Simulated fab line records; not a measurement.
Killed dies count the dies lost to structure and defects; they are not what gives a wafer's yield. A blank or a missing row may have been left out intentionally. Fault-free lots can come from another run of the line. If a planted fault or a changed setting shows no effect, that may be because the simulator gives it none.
Chamber matching || flow sky130 || 4 sister chambers for SKY_CONTACT_CMP_27 on cmp-02
The step polishes, stops on SiO2, t overpolish 15 s, target thk 0 nm. 4 wafers are shown with their chamber, then 9 later ones without.

## WAFERS PAIRED WITH THEIR CHAMBERS
{"wafer": "L497.6", "chamber": 2, "motor current A (A)": 10.6}
{"wafer": "L498.4", "chamber": 3, "motor current A (A)": 11.6}
{"wafer": "L509.5", "chamber": 0, "motor current A (A)": 9.8}
{"wafer": "L509.6", "chamber": 1, "motor current A (A)": 12.2}

## WAFERS MISSING THEIR CHAMBER
{"wafer": "L510.3", "motor current A (A)": 11.4}
{"wafer": "L510.4", "motor current A (A)": 11.1}
{"wafer": "L510.6", "motor current A (A)": 11.3}
{"wafer": "L511.3", "motor current A (A)": 10.3}
{"wafer": "L511.4", "motor current A (A)": 12.0}
{"wafer": "L511.6", "motor current A (A)": 12.0}
{"wafer": "L512.2", "motor current A (A)": 11.3}
{"wafer": "L512.3", "motor current A (A)": 11.6}
{"wafer": "L512.5", "motor current A (A)": 11.6}

## EACH ONE'S CHAMBER
{"wafer": "L510.3", "from the rows above": 3, "in truth": 3}
{"wafer": "L510.4", "from the rows above": "can't be placed: 2 or 3", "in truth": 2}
{"wafer": "L510.6", "from the rows above": "can't be placed: 3 or 2", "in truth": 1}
{"wafer": "L511.3", "from the rows above": "can't be placed: 2 or 0", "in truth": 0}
{"wafer": "L511.4", "from the rows above": "can't be placed: 1 or 3", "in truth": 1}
{"wafer": "L511.6", "from the rows above": "can't be placed: 1 or 3", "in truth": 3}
{"wafer": "L512.2", "from the rows above": "can't be placed: 3 or 2", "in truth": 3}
{"wafer": "L512.3", "from the rows above": 3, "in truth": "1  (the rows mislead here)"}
{"wafer": "L512.5", "from the rows above": 3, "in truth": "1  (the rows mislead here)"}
1 of 9 placed correctly. These rows do not allow placing 6 (true chamber among the candidates in 5). Placed wrongly: 2.
How it was worked out, from the rows above alone: a wafer's distance from a chamber is the root of the sum, over the readings, of the square of ((its reading less the chamber's mean) divided by the reading's scatter). The wafer belongs to the nearest chamber; if the next one is less than 2 further off, it can't be placed. The mean given for a chamber averages the wafers shown for that chamber. The scatter: with one shown wafer a chamber, the root of the mean of the squares of how far each hidden wafer lies from its nearest shown one.
